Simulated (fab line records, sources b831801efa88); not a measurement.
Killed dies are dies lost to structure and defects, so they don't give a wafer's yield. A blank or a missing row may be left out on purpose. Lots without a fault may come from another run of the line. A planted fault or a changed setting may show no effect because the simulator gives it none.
Which tool did it? | flow gf180mcu | 13 lots, 39 wafers sampled, at 2 steps of a route of 602

WHAT THE GAUGES READ, wafer by wafer
GF_V5_THK_MEAS_25: measures by xrf. Usual: V5_W_THK 354 nm, standard deviation 6.
lot  | measured     | on            | V5_W_THK (nm) | flag
L851 | day 26 23:35 | film_metro-01 | 365 360 362   |
L854 | day 27 23:32 | film_metro-04 | 346 357 358   |
L853 | day 28 04:05 | film_metro-01 | 365 358 371   |
L856 | day 28 15:58 | film_metro-04 | 349 348 356   |
L857 | day 29 12:20 | film_metro-03 | 348 346 348   |
L858 | day 29 13:47 | film_metro-04 | 351 356 354   |
L859 | day 29 18:04 | film_metro-03 | 350 351 351   |
L860 | day 29 22:35 | film_metro-03 | 347 351 346   |
L861 | day 30 12:45 | film_metro-03 | 345 340 343   |
L862 | day 30 15:55 | film_metro-04 | 350 356 356   |
L863 | day 30 23:54 | film_metro-01 | 356 362 356   |
L867 | day 31 22:50 | film_metro-04 | 347 348 348   |
L868 | day 32 07:01 | film_metro-01 | 358 367 356   |

WHICH TOOL RAN EACH LOT (tool, then ch and the chambers of the sampled wafers, then the start)
lot  | GF_SAB_CVD_00
L851 | pecvd-01 ch 0,1, day 13 23:32
L854 | pecvd-03 ch 0,1, day 14 22:23
L853 | pecvd-03 ch 0,1, day 15 04:59
L856 | pecvd-01 ch 0,2, day 15 17:44
L857 | pecvd-04 ch 0,2, day 16 16:21
L858 | pecvd-04 ch 1,2, day 16 18:56
L859 | pecvd-03 ch 0,1,2, day 17 01:36
L860 | pecvd-03 ch 0,1, day 17 07:11
L861 | pecvd-04 ch 1,2, day 18 01:31
L862 | pecvd-04 ch 0,1, day 18 02:51
L863 | pecvd-04 ch 0,1,2, day 18 08:47
L867 | pecvd-04 ch 0,2, day 19 21:56
L868 | pecvd-04 ch 0,1,2, day 20 06:43
- GF_SAB_CVD_00: deposits SiO2 from TEOS, target thk 50 nm, time 4.9302 s.

WHAT THE TOOLS THEMSELVES READ (means of the sampled wafers that have a number; where no wafer has one, the mark that the record gives instead)
GF_SAB_CVD_00. Usual: heater_power_w 642 W, standard deviation 89.
lot  | tool     | heater_power_w (W) | flag
L851 | pecvd-01 | 663                |
L854 | pecvd-03 | 597                |
L853 | pecvd-03 | 592                |
L856 | pecvd-01 | 762                |
L857 | pecvd-04 | 692                |
L858 | pecvd-04 | 577                |
L859 | pecvd-03 | 646                |
L860 | pecvd-03 | 628                |
L861 | pecvd-04 | 553                |
L862 | pecvd-04 | 685                |
L863 | pecvd-04 | 619                |
L867 | pecvd-04 | 622                |
L868 | pecvd-04 | 654                |

THE ANSWER, worked out from the rows above alone
Rule: a lot is off if the mean of its wafers that have a number lies more than 3 standard deviations from the usual mean. A lot without any number at a reading at which 4 lots or more have one is off too. The other lots that the step has rows for count as sound. The gauges are gone through in route order, then the tools' own readings, and for those a lot's mean is taken as printed above. The first step at which some lot is off is used, and at that step the reading that is off furthest; a lot without a number counts as furthest.
No lot is off at any reading shown: from this, nothing can be told.

WHAT THE SIMULATOR HAD PUT IN
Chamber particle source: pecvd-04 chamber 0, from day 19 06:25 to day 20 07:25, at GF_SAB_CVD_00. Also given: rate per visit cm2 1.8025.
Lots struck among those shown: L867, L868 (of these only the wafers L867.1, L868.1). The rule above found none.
